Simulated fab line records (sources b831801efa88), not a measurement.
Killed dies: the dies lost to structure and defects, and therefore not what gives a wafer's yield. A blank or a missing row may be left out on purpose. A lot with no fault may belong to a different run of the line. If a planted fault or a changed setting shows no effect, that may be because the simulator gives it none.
The tool behind it: which one? / flow gf180mcu / 6 lots, 18 wafers sampled, at 2 steps of a route of 602

WHAT THE GAUGES SHOWED, per wafer
GF_SALICIDE_RS_MEAS_04: uses a four-point probe to measure.
lot=L103; measured=day 15 06:45; on=film-metro-04; SALICIDE_TIN_RS (ohm/sq)=16.68 16.77 16.81
lot=L106; measured=day 16 09:50; on=film-metro-02; SALICIDE_TIN_RS (ohm/sq)=16.42 16.44 16.16
lot=L112; measured=day 19 01:43; on=film-metro-02; SALICIDE_TIN_RS (ohm/sq)=8.41 8.46 8.51
lot=L118; measured=day 20 23:19; on=film-metro-04; SALICIDE_TIN_RS (ohm/sq)=16.71 16.88 16.74
lot=L120; measured=day 21 12:29; on=film-metro-02; SALICIDE_TIN_RS (ohm/sq)=16.63 16.73 16.84
lot=L123; measured=day 23 00:20; on=film-metro-01; SALICIDE_TIN_RS (ohm/sq)=16.68 16.59 16.39

WHICH TOOL RAN EACH LOT (tool, then ch and the chambers of the sampled wafers, then the start)
lot=L103; GF_SALICIDE_SPUTTER_02=pvd-sputter-01, day 15 06:41
lot=L106; GF_SALICIDE_SPUTTER_02=pvd-sputter-02, day 16 09:44
lot=L112; GF_SALICIDE_SPUTTER_02=pvd-sputter-01, day 19 01:28
lot=L118; GF_SALICIDE_SPUTTER_02=pvd-sputter-02, day 20 23:13
lot=L120; GF_SALICIDE_SPUTTER_02=pvd-sputter-04, day 21 12:24
lot=L123; GF_SALICIDE_SPUTTER_02=pvd-sputter-01, day 23 00:16
- GF_SALICIDE_SPUTTER_02: material Co, target thk 10 nm, time 20 s.

THE ANSWER, worked out from the rows above alone
Rule: the lots themselves supply what counts as usual. The widest of any qualifying gaps counts: lots, ordered by their means at a reading, are off when they make up no more than a third of the lots, leave a main group of 4 or more, and stand apart from it by 3 or more times the standard deviation of that group's means. The tables above print the reading to a certain number of digits; a main group whose means all agree to those digits is not used. Also off: a lot with no number at a reading for which 4 or more lots have one. The other lots that the step has rows for count as sound.
Off: L112, at GF_SALICIDE_RS_MEAS_04 (SALICIDE_TIN_RS). The main group: mean 16.63 ohm/sq, standard deviation 0.17.
A tool fits if, at a process step before that reading, it ran every lot that is off, and no sound lot after the first of them. Gauges at GF_SALICIDE_RS_MEAS_04: tried the same way as those tools. No candidate that was tried fits.

WHAT THE SIMULATOR HAD PUT IN
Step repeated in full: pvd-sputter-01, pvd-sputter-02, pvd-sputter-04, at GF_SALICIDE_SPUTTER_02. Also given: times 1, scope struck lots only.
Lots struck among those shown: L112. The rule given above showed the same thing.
